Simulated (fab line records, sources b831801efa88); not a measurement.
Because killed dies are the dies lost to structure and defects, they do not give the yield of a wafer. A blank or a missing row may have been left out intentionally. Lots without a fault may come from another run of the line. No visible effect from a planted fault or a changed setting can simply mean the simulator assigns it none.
The tool behind it: which one? | flow sky130 | 36 wafers sampled from 12 lots at 1 step of a route of 708

## WHAT EACH GAUGE READ, for each wafer
SKY_LOCAL_INTERCONNECT_CD_MEAS_11: target cd 170 nm. Usual: cdNm 169.2 nm, standard deviation 1.4.
lot  | measured     | on       | cdNm (nm)         | flag
L394 | day 30 14:19 | cdSem-02 | 170.4 170.6 170.4 | 
L395 | day 31 08:17 | cdSem-02 | 166.7 167.5 166.7 | 
L398 | day 31 23:04 | cdSem-02 | 167.9 167.3 169.0 | 
L401 | day 33 10:59 | cdSem-02 | 171.0 169.3 169.9 | 
L400 | day 33 12:31 | cdSem-01 | 168.4 167.7 168.5 | 
L402 | day 33 15:13 | cdSem-01 | 168.0 167.5 166.6 | 
L403 | day 33 18:28 | cdSem-02 | 170.4 170.3 168.5 | 
L405 | day 34 06:32 | cdSem-02 | 168.4 168.8 169.5 | 
L411 | day 36 07:43 | cdSem-02 | 169.5 170.7 170.1 | 
L413 | day 36 14:14 | cdSem-02 | 169.3 170.2 169.1 | 
L415 | day 37 06:26 | cdSem-01 | 171.6 170.1 170.3 | 
L416 | day 37 12:28 | cdSem-01 | 168.4 169.9 171.6 | 

## TOOL THAT RAN EACH LOT (tool first, then ch and the chambers of the sampled wafers, then the start)
The record shows no process step preceding these readings.

## WHAT THE TOOLS THEMSELVES READ (means of the sampled wafers that have a number; where no wafer has one, the mark that the record gives instead)
The record holds no such reading with a usual standard deviation.

## THE ANSWER, worked out from the rows above alone
Rule: a lot is off if the mean of its wafers that have a number lies more than 3 standard deviations from the usual mean. Also off: a lot with no number at a reading for which 4 or more lots have one. All remaining lots with rows at the step are treated as sound. Order of review: gauges by route order, followed by the tools' own readings, for which a lot's mean as printed above is used. At the first step where some lot is off, the reading lying furthest off is the one used; lots without a number count as furthest.
Nothing can be told from this: no lot is off at any reading shown.

## WHAT THE SIMULATOR HAD PUT IN
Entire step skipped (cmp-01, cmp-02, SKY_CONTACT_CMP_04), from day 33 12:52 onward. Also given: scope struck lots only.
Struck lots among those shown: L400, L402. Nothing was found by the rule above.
